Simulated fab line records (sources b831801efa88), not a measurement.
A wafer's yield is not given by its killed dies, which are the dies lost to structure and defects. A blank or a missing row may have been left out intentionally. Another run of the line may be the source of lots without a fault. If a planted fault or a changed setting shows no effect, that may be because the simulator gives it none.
fab line records	flow sky130
record lots=10	wafers=30	last_day=49
route steps=708 shown LDD_HVP@287 CONTACT@411 METAL2@486 VIA2@528
lots with no fault: from the same line, run without faults
start_h: hours from the record's first day to the start of the lot's first wafer shown	wait_h: time in hours since the lot's previous step	" identical to the entry in the row above	L1.1+2: a single row standing in for several wafers	- no value, or no start given	* or withheld: withheld	< > ~ a bound
route shown NAME@n: NAME is a module with steps in the file, n the number in the route of the first one	usual: mean and standard deviation over wafers with no fault	same: alike in all rows	chamber/n: place in a boat	sites: each site's reading	_std_site: the values' standard deviation	_edge_site: outer sites' mean less inner sites'	radius_mm: how far each site lies from the wafer's centre	mask NAME#n: copy n	behind: the most recent tool/chamber to have shaped the wafer	hold: what put the lot on hold/how long, in hours/how the hold closed	device: which transistor (n, p or np) failed to switch	end of line: the same wafers' tests at the end of the route	a step without rows: its recipe alone	killed: count of dies lost to structure and defects at first sort (not the wafer's yield)	map: a wafer's dies, marking killed ones x, the rest . and places with no die _
set.NAME: the run value of the setting; set.NAME@STEP: its run value at that earlier step	model.NAME: the simulator's own value behind a step, which no gauge read
steps of the route over a sample of lots; a table a step, a row a wafer
services: when a tool's chamber went out of use (start_h, in hours from the record's first day, below 0 if earlier), for how many hours, and the reason
## steps
# step SKY_LDD_HVP_STRIP_09
# recipe chemistry=O2/N2	power_w=1400	pressure_mtorr=1500	platen_temp_c=withheld	o2_flow_sccm=3000	n2_flow_sccm=300	overash_fraction=0.5
# usual chamber_pressure_mTorr=1500.0/1.2	drypump_motor_current_A=5.6/0.45	n2_flow_sccm=300.0/0.88	oes_product_au=0.408/0.0046	strip_time_to_endpoint_s=4.135/0.015
lot.wafer	tool	chamber	start_h	wait_h	chamber_pressure_mTorr	drypump_motor_current_A	n2_flow_sccm	oes_product_au	rf_hours_counter_h	strip_time_to_endpoint_s
L976.1	plasma_asher-02	0	481.22	0.1	1497.2	5.1	300.5	0.409	35	4.112
L976.3	"	1	"	"	1499.4	5.8	300.5	0.406	-	4.117
L976.5	"	1	"	"	1498.3	5.8	300.2	0.399	-	4.121
L979.2	plasma_asher-03	1	552.32	0.1	1501.8	5.8	300.2	0.407	86	4.114
L979.3	"	1	"	"	1500.6	5.8	299.8	0.411	-	4.121
L979.5	"	0	"	"	1500.2	5.6	300.5	0.412	-	4.152
L982.2	plasma_asher-01	0	556.36	0.1	1499.6	4.9	300.2	0.408	12	4.121
L982.4	"	0	"	"	1501.1	5.0	300.1	0.407	-	4.126
L982.6	"	0	"	"	1498.9	4.9	300.9	0.407	-	4.135
L986.1	plasma_asher-03	0	577.36	0.1	1500.4	5.6	300.2	0.405	90	4.142
L986.2	"	1	"	"	1500.9	5.8	299.3	0.411	90	4.143
L986.4	"	0	"	"	1501.7	5.6	301.0	0.417	-	4.134
L987.2	plasma_asher-02	0	588.42	0.1	1500.9	5.1	301.7	0.413	44	4.086
L987.3	"	0	"	"	1497.5	5.1	300.0	0.412	-	4.153
L987.4	"	1	"	"	1500.3	5.8	302.4	0.404	-	4.118
L988.3	plasma_asher-01	0	592.44	0.1	1499.7	4.9	300.3	0.403	-	4.135
L988.4	"	1	"	"	1501.7	6.3	299.5	0.416	-	4.134
L988.6	"	0	"	"	1500.3	4.9	300.7	0.409	-	4.128
L992.1	plasma_asher-01	1	640.84	0.1	1500.4	6.4	300.2	0.403	19	4.147
L992.2	"	0	"	"	1501.0	5.0	298.6	0.415	19	4.125
L992.4	"	1	"	"	1501.3	6.4	300.1	0.406	-	4.125
L993.2	plasma_asher-02	1	657.94	0.1	1500.1	5.8	301.0	0.409	51	4.134
L993.3	"	1	"	"	1500.1	5.8	300.8	0.408	-	4.144
L993.5	"	0	"	"	1499.8	5.1	299.0	0.417	-	4.132
L996.1	plasma_asher-01	1	663.84	0.1	1498.5	6.4	298.4	0.410	21	4.135
L996.3	"	1	"	"	1499.3	6.3	298.4	0.413	-	4.128
L996.5	"	1	"	"	1499.3	6.4	297.8	0.413	-	4.128
L995.1	plasma_asher-02	1	665.29	0.1	1500.8	5.8	300.4	0.408	52	4.130
L995.4	"	1	"	"	1500.6	5.8	299.8	0.408	-	4.133
L995.6	"	1	"	"	1500.1	5.8	300.8	0.409	-	4.141
# step SKY_CONTACT_BOW_MEAS_05
# recipe mode=bow
# usual CONTACT_BOW=81/6
lot.wafer	tool	chamber	start_h	wait_h	CONTACT_BOW[um]
L976.1	film_metro-02	-	692.69	0.1	70
L976.3	"	-	"	"	83
L976.5	"	-	"	"	80
L979.2	film_metro-01	-	758.55	0.2	86
L979.3	"	-	"	"	79
L979.5	"	-	"	"	78
L982.2	film_metro-01	-	761.64	0.2	78
L982.4	"	-	"	"	85
L982.6	"	-	"	"	86
L986.1	film_metro-02	-	781.27	0.2	104
L986.2	"	-	"	"	87
L986.4	"	-	"	"	74
L987.2	film_metro-02	-	791.01	0.2	81
L987.3	"	-	"	"	87
L987.4	"	-	"	"	85
L988.3	film_metro-01	-	797.37	0.2	79
L988.4	"	-	"	"	86
L988.6	"	-	"	"	84
L992.1	film_metro-02	-	838.80	0.1	82
L992.2	"	-	"	"	78
L992.4	"	-	"	"	81
L993.2	film_metro-02	-	853.16	0.2	76
L993.3	"	-	"	"	86
L993.5	"	-	"	"	86
L996.1	film_metro-04	-	860.83	0.2	88
L996.3	"	-	"	"	75
L996.5	"	-	"	"	86
L995.1	film_metro-04	-	861.48	0.1	79
L995.4	"	-	"	"	74
L995.6	"	-	"	"	80
# step SKY_METAL2_SPUTTER_03
# recipe material=Ti	target_thk_nm=5	power_w=3000	time_s=3.3	chamber_pressure_pa=0.4
# usual chamber_pressure_pa=0.4000/0.00076	throttle_valve_pct=30.1/0.95
lot.wafer	tool	chamber	start_h	wait_h	chamber_pressure_pa	throttle_valve_pct
L976.1	pvd_sputter-04	-	780.25	0.0	0.3986	31.1
L976.3	"	-	"	"	0.3998	29.8
L976.5	"	-	"	"	0.3992	30.8
L979.2	pvd_sputter-04	-	843.92	0.0	0.4000	31.4
L979.3	"	-	"	"	0.3999	31.1
L979.5	"	-	"	"	0.3995	29.7
L982.2	pvd_sputter-02	-	846.67	0.0	0.3988	28.5
L982.4	"	-	"	"	0.3998	30.4
L982.6	"	-	"	"	0.3997	30.0
L986.1	pvd_sputter-04	-	864.72	0.0	0.4008	31.5
L986.2	"	-	"	"	0.3988	30.4
L986.4	"	-	"	"	0.3987	29.8
L987.2	pvd_sputter-01	-	874.04	0.0	0.4008	28.0
L987.3	"	-	"	"	0.3991	29.6
L987.4	"	-	"	"	0.4010	30.5
L988.3	pvd_sputter-01	-	880.98	0.0	0.3996	30.6
L988.4	"	-	"	"	0.3999	29.5
L988.6	"	-	"	"	0.4005	29.9
L992.1	pvd_sputter-04	-	921.87	0.0	0.4000	31.2
L992.2	"	-	"	"	0.3989	31.2
L992.4	"	-	"	"	0.3998	30.2
L993.2	pvd_sputter-02	-	935.17	0.0	0.3992	31.2
L993.3	"	-	"	"	0.4014	29.8
L993.5	"	-	"	"	0.4002	29.6
L996.1	pvd_sputter-01	-	941.33	0.0	0.4001	29.6
L996.3	"	-	"	"	0.3992	28.0
L996.5	"	-	"	"	0.4013	29.6
L995.1	pvd_sputter-02	-	942.67	0.0	0.4004	28.6
L995.4	"	-	"	"	0.4014	31.4
L995.6	"	-	"	"	0.4000	28.7
# step SKY_VIA2_CVD_21
# recipe material=W	target_thk_nm=420	time_s=126.4	temp_c=400	pressure_torr=40
# usual heater_power_w=844/92
lot.wafer	tool	chamber	start_h	wait_h	heater_power_w
L976.1	cvd_w-02	1	836.60	0.0	763
L976.3	"	0	"	"	926
L976.5	"	0	"	"	941
L979.2	cvd_w-01	1	898.97	0.0	748
L979.3	"	1	"	"	764
L979.5	"	0	"	"	960
L982.2	cvd_w-01	1	901.72	0.0	751
L982.4	"	0	"	"	959
L982.6	"	1	"	"	752
L986.1	cvd_w-02	0	918.91	0.0	937
L986.2	"	1	"	"	768
L986.4	"	1	"	"	728
L987.2	cvd_w-02	1	927.38	0.0	754
L987.3	"	1	"	"	763
L987.4	"	0	"	"	946
L988.3	cvd_w-01	1	934.29	0.1	711
L988.4	"	0	"	"	912
L988.6	"	0	"	"	927
L992.1	cvd_w-01	1	973.52	0.0	732
L992.2	"	0	"	"	911
L992.4	"	1	"	"	714
L993.2	cvd_w-01	1	985.84	0.0	725
L993.3	"	1	"	"	721
L993.5	"	0	"	"	917
L996.1	cvd_w-01	1	992.09	0.0	726
L996.3	"	0	"	"	922
L996.5	"	1	"	"	727
L995.1	cvd_w-01	1	994.74	0.0	726
L995.4	"	1	"	"	705
L995.6	"	0	"	"	948
# step SKY_VIA2_RS_MEAS_22
# recipe thk_meas_gauge=four-point-probe	reads=W_of_VIA2_CVD_21+TiN_of_VIA2_SPUTTER_20
# usual VIA2_W_RS=0.273/0.0044
lot.wafer	tool	chamber	start_h	wait_h	VIA2_W_RS[ohm/sq]
L976.1	film_metro-01	-	836.73	0.1	0.271
L976.3	"	-	"	"	0.273
L976.5	"	-	"	"	0.272
L979.2	film_metro-04	-	899.12	0.1	0.274
L979.3	"	-	"	"	0.273
L979.5	"	-	"	"	0.268
L982.2	film_metro-01	-	901.87	0.1	0.272
L982.4	"	-	"	"	0.272
L982.6	"	-	"	"	0.272
L986.1	film_metro-02	-	919.04	0.1	0.273
L986.2	"	-	"	"	0.187
L986.4	"	-	"	"	0.187
L987.2	film_metro-04	-	927.53	0.1	0.188
L987.3	"	-	"	"	0.270
L987.4	"	-	"	"	0.188
L988.3	film_metro-02	-	934.42	0.1	0.281
L988.4	"	-	"	"	0.277
L988.6	"	-	"	"	0.276
L992.1	film_metro-04	-	973.65	0.1	0.273
L992.2	"	-	"	"	0.274
L992.4	"	-	"	"	0.275
L993.2	film_metro-04	-	985.99	0.1	0.277
L993.3	"	-	"	"	0.278
L993.5	"	-	"	"	0.275
L996.1	film_metro-01	-	992.22	0.1	0.275
L996.3	"	-	"	"	0.272
L996.5	"	-	"	"	0.277
L995.1	film_metro-04	-	994.87	0.1	0.276
L995.4	"	-	"	"	0.276
L995.6	"	-	"	"	0.272
# step SKY_VIA2_THK_MEAS_23
# recipe thk_meas_gauge=xrf	reads=W_of_VIA2_CVD_21
# usual VIA2_W_THK=412/7.4
lot.wafer	tool	chamber	start_h	wait_h	VIA2_W_THK[nm]
L976.1	film_metro-01	-	836.85	0.1	418
L976.3	"	-	"	"	413
L976.5	"	-	"	"	415
L979.2	film_metro-04	-	899.23	0.1	414
L979.3	"	-	"	"	415
L979.5	"	-	"	"	425
L982.2	film_metro-01	-	901.98	0.1	413
L982.4	"	-	"	"	411
L982.6	"	-	"	"	411
L986.1	film_metro-02	-	919.16	0.1	408
L986.2	"	-	"	"	-
L986.4	"	-	"	"	-
L987.2	film_metro-04	-	927.64	0.1	-
L987.3	"	-	"	"	416
L987.4	"	-	"	"	-
L988.3	film_metro-02	-	934.52	0.1	398
L988.4	"	-	"	"	403
L988.6	"	-	"	"	403
L992.1	film_metro-04	-	973.77	0.1	411
L992.2	"	-	"	"	411
L992.4	"	-	"	"	410
L993.2	film_metro-04	-	986.10	0.1	406
L993.3	"	-	"	"	408
L993.5	"	-	"	"	412
L996.1	film_metro-01	-	992.34	0.1	411
L996.3	"	-	"	"	413
L996.5	"	-	"	"	407
L995.1	film_metro-04	-	994.99	0.1	411
L995.4	"	-	"	"	413
L995.6	"	-	"	"	416
# step SKY_VIA2_CMP_24
# recipe stop_on=SiO2	t_overpolish_s=20	down_force_psi=3.5	platen_rpm=60	target_thk_nm=0	pad_velocity_m_s=0.94248
# usual head_pressure_psi=3.499/0.0079	motor_current_A=11.4/1.4	time_to_endpoint_s=102/4.2
lot.wafer	tool	chamber	start_h	wait_h	head_pressure_psi	motor_current_A	time_to_endpoint_s
L976.3	cmp-01	2	836.91	0.0	3.494	12.6	104
L976.1	"	3	"	"	3.513	13.4	105
L976.5	"	2	"	"	3.502	12.3	106
L979.3	cmp-02	3	899.28	0.0	3.502	9.9	99
L979.2	"	0	"	"	3.495	9.9	94
L979.5	"	0	"	"	3.501	10.0	102
L982.2	cmp-01	2	902.13	0.1	3.503	11.7	111
L982.4	"	3	"	"	3.510	13.4	110
L982.6	"	1	"	"	3.510	12.5	103
L986.4	cmp-02	1	919.22	0.0	3.501	11.3	149
L986.1	"	2	"	"	3.507	9.9	100
L986.2	"	3	"	"	3.497	10.1	148
L987.4	cmp-02	2	927.69	0.0	3.504	10.7	146
L987.2	"	3	"	"	3.492	9.9	145
L987.3	"	1	"	"	3.492	11.1	102
L988.3	cmp-02	3	934.56	0.0	3.500	10.6	94
L988.4	"	2	"	"	3.499	10.9	99
L988.6	"	0	"	"	3.500	9.4	97
L992.2	cmp-01	1	973.88	0.1	3.499	12.7	101
L992.4	"	2	"	"	3.506	12.9	104
L992.1	"	3	"	"	3.507	13.9	104
L993.3	cmp-02	1	986.15	0.0	3.517	10.6	103
L993.2	"	2	"	"	3.501	11.1	104
L993.5	"	2	"	"	3.503	10.3	109
L996.3	cmp-01	1	992.40	0.0	3.496	13.1	99
L996.1	"	3	"	"	3.502	13.8	99
L996.5	"	2	"	"	3.504	12.5	100
L995.4	cmp-02	0	995.05	0.0	3.520	9.3	99
L995.1	"	3	"	"	3.498	10.6	104
L995.6	"	0	"	"	3.499	9.3	98
## services
tool	chamber	start_h	hours	kind
cmp-01	-	460.82	2.3	repair
cmp-01	-	469.22	0.4	repair
cmp-02	-	492.52	1.9	repair
cvd_w-01	0	506.86	2.1	repair
cvd_w-01	1	545.67	3.9	repair
cmp-02	-	579.34	4.0	pm
cvd_w-01	-	596.88	6.0	pm
cmp-02	-	596.94	1.3	repair
cmp-02	-	626.03	0.4	repair
cmp-02	-	643.86	0.3	repair
cmp-02	-	735.66	0.2	repair
cvd_w-01	-	741.48	1.5	repair
cmp-02	-	743.54	17.4	pm
cvd_w-01	-	786.09	0.6	repair
cmp-02	-	804.24	1.8	repair
cmp-02	-	817.19	6.6	pm
cvd_w-01	-	822.85	1.1	repair
cmp-02	-	868.94	3.0	repair
cvd_w-01	-	881.53	6.9	pm
cmp-02	-	888.41	8.2	pm
cvd_w-01	-	904.00	14.0	pm
cmp-02	-	919.52	4.0	pm
cvd_w-01	-	944.76	14.6	pm
cvd_w-01	-	962.52	2.8	pm
## key
first_sign step=SKY_VIA2_RS_MEAS_22	reading=VIA2_W_RS	direction=down	sigmas=20	usual=0.273	struck=0.187
effect step=SKY_VIA2_THK_MEAS_23	reading=VIA2_W_THK	direction=missing
effect step=SKY_VIA2_CMP_24	reading=time_to_endpoint_s	direction=up	sigmas=11	usual=*	struck=*
met_at SKY_VIA2_CVD_21
struck_lots L986,L987
struck_wafers L986.2,L986.4,L987.2,L987.4
not_acting_at SKY_LDD_HVP_STRIP_09,SKY_CONTACT_BOW_MEAS_05,SKY_METAL2_SPUTTER_03
onset_between 836.60 918.91
fault kind=process_parameter_drift	tool=cvd_w-02	chamber=-	onset_h=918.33	steps=SKY_VIA2_CVD_21	channel=target_thk_nm	offset=192.88	shape=step	end_h=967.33	scope=struck_wafers_only	acts_in=these_recipes_only	stated=420
